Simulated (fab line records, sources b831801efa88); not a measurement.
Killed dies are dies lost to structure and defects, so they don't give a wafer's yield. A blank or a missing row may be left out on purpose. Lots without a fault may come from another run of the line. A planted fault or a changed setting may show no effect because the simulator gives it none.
A struck lot beside a sound one | flow sky130 | 43 steps out of a route of 708
Sound: wafers L310.1, L310.4, L310.6. Struck: wafer L299.5. (L299.2 of the same lot was not struck and is left out.) The cause comes at the end.
At each step with rows: each side's tool, then ch and its chambers, then its first start. Under that, the readings that differ: sound wafers | struck wafers | difference of the means | sigmas: that difference in standard deviations of wafers without a fault.
alike: readings whose means differ by less than 2 such deviations, and words and numbers that are the same on both sides. not compared: withheld readings, readings that some wafer has no value for, bounds like >300 that may hide the same value, and numbers for which the record gives no deviation and whose values overlap.
The two part at a step that has a row with sigmas, a row that says differs or no value, or rows on one side only. Numbers that don't overlap but have no deviation are shown without sigmas and don't part them. A reading that every wafer of one side lacks parts them only if that side has two wafers or more.

first, 4 steps without rows for these wafers: SKY_LDD_HVP_SOFTBAKE_03 (time 60 s); SKY_LDD_HVP_EXPOSE_04 (exposes mask HVPTM, target cd 700 nm); SKY_LDD_HVP_PEB_05; SKY_LDD_HVP_DEVELOP_06 (develop time 60 s).
SKY_LDD_HVP_OVL_MEAS_07:
  sound on overlay-01, day 28 10:40; struck on overlay-01, day 24 15:02
  alike: LDD_HVP_OVL
then, 1 step without rows for these wafers: SKY_LDD_HVP_IMPLANT_08.
SKY_LDD_HVP_STRIP_09: strips in O2/N2.
  sound on plasma_asher-02 ch 0,1, day 28 10:51; struck on plasma_asher-04 ch 1, day 24 15:13
  alike: chamber_pressure_mTorr, drypump_motor_current_A, oes_product_au, strip_time_to_endpoint_s
  not compared: rf_hours_counter_h
SKY_LDD_HVP_TW_MEAS_10:
  sound on film_metro-02, day 28 10:57; struck on film_metro-01, day 24 15:20
  alike: LDD_HVP_TW
then, 4 steps without rows for these wafers: SKY_LDD_LDN_DEHYDRATE_00 (time 60 s); SKY_LDD_LDN_HMDS_01 (prime time 60 s); SKY_LDD_LDN_COAT_02 (resist thk 1140 nm); SKY_LDD_LDN_SOFTBAKE_03 (time 60 s).
SKY_LDD_LDN_EXPOSE_04: exposes mask LDNTM, target cd 700 nm.
  sound on iline_stepper-01 ch 0, day 29 01:38; struck on iline_stepper-02 ch 0, day 25 06:20
  alike: mask
then, 2 steps without rows for these wafers: SKY_LDD_LDN_PEB_05; SKY_LDD_LDN_DEVELOP_06 (develop time 60 s).
SKY_LDD_LDN_OVL_MEAS_07:
  sound on overlay-01, day 29 15:19; struck on overlay-01, day 25 20:05
  alike: LDD_LDN_OVL
then, 4 steps without rows for these wafers: SKY_LDD_LDN_IMPLANT_08; SKY_LDD_LDN_IMPLANT_09; SKY_LDD_LDN_IMPLANT_10; SKY_LDD_LDN_IMPLANT_11.
SKY_LDD_LDN_STRIP_12: strips in O2/N2.
  sound on plasma_asher-03 ch 0,1, day 29 15:57; struck on plasma_asher-01 ch 0, day 25 20:43
  alike: chamber_pressure_mTorr, drypump_motor_current_A, oes_product_au, strip_time_to_endpoint_s
  not compared: rf_hours_counter_h
SKY_LDD_LDN_TW_MEAS_13:
  sound on film_metro-02, day 29 16:03; struck on film_metro-04, day 25 20:50
  reading    | sound          | struck | difference | sigmas
  LDD_LDN_TW | 1485 1487 1484 | 1443   | -42        | -3
then, 2 steps without rows for these wafers: SKY_LDD_LDN_CLEAN_14 (cleans in SC1/SC2, time 150 s); SKY_SPACER_CVD_00 (deposits Si3N4 from DCS/NH3, target thk 43.1 nm, time 740 s).
SKY_SPACER_THK_MEAS_01:
  sound on film_metro-01, day 29 17:22; struck on film_metro-01, day 25 23:28
  alike: SPACER_CVD_00_THK
then, 9 steps without rows for these wafers: SKY_SPACER_ETCHBACK_02 (etches Si3N4 in CH3F/O2, stops on SiO2, time 46.7 s, target depth 45 nm); SKY_POLY_CUT_DEHYDRATE_00 (time 60 s); SKY_POLY_CUT_HMDS_01 (prime time 60 s); SKY_POLY_CUT_COAT_02 (resist thk 60 nm); SKY_POLY_CUT_COAT_03 (resist thk 450 nm); SKY_POLY_CUT_SOFTBAKE_04 (time 90 s); SKY_POLY_CUT_EXPOSE_05 (exposes mask NPCM, target cd 270 nm); SKY_POLY_CUT_PEB_06; SKY_POLY_CUT_DEVELOP_07 (develop time 60 s).
SKY_POLY_CUT_CD_MEAS_08: target cd 270 nm.
  sound on cd_sem-02, day 30 21:23; struck on cd_sem-02, day 27 04:47
  alike: cd_nm
SKY_POLY_CUT_OVL_MEAS_09:
  sound on overlay-02, day 30 21:31; struck on overlay-01, day 27 04:53
  alike: POLY_CUT_OVL
SKY_POLY_CUT_ETCH_10: etches BARC in N2/H2, stops on SiO2, time 45.9 s, target depth 60 nm.
  sound on rie_diel-04 ch 0,2, day 30 21:32; struck on rie_diel-03 ch 0, day 27 04:55
  reading                        | sound                | struck | difference | sigmas
  chamber_pressure_mTorr (mTorr) | 29.990 29.955 29.978 | 30.043 | +0.069     | +3
  alike: drypump_motor_current_A, oes_product_au, throttle_valve_pct
  not compared: rf_hours_counter_h
SKY_POLY_CUT_ETCH_11: etches Si3N4 in CF4/CH2F2/Ar, stops on poly-Si, time 42.5 s, target depth 60 nm.
  sound on rie_diel-04 ch 0,2, day 30 21:35; struck on rie_diel-03 ch 0, day 27 04:57
  alike: chamber_pressure_mTorr, drypump_motor_current_A, oes_product_au, throttle_valve_pct
  not compared: rf_hours_counter_h
SKY_POLY_CUT_STRIP_12: strips in O2/N2.
  sound on plasma_asher-02 ch 0,1, day 30 21:37; struck on plasma_asher-02 ch 1, day 27 05:00
  alike: chamber_pressure_mTorr, drypump_motor_current_A, oes_product_au, strip_time_to_endpoint_s
  not compared: rf_hours_counter_h
then, 3 steps without rows for these wafers: SKY_SD_P_DEHYDRATE_00 (time 60 s); SKY_SD_P_HMDS_01 (prime time 60 s); SKY_SD_P_COAT_02 (resist thk 1140 nm).
-- the record jumps here: 21 days lie between the struck wafers' starts before and after (it left off in module SD_P and takes up again in module PAD_OPEN, whose first step shown is number 708 of the route) --
SKY_PAD_OPEN_PROBE_99:
  sound on prober-02, day 50 07:11; struck on prober-01, day 47 22:35
  reading             | sound    | struck | difference | sigmas
  killed_at_front_end | 12 17 9  | 411    | +398       | +87
  killed_dies         | 72 85 76 | 483    | +405       | +41
  killed_on_rim       | 14 17 15 | 91     | +76        | +18
  alike: killed_at_M0_to_M3, killed_at_M4_up, killed_at_contacts, killed_at_other, killed_open, killed_short

WHERE THEY PART
First at SKY_LDD_LDN_TW_MEAS_13; last, within this record, at SKY_PAD_OPEN_PROBE_99.

WHY: what the simulator had put in
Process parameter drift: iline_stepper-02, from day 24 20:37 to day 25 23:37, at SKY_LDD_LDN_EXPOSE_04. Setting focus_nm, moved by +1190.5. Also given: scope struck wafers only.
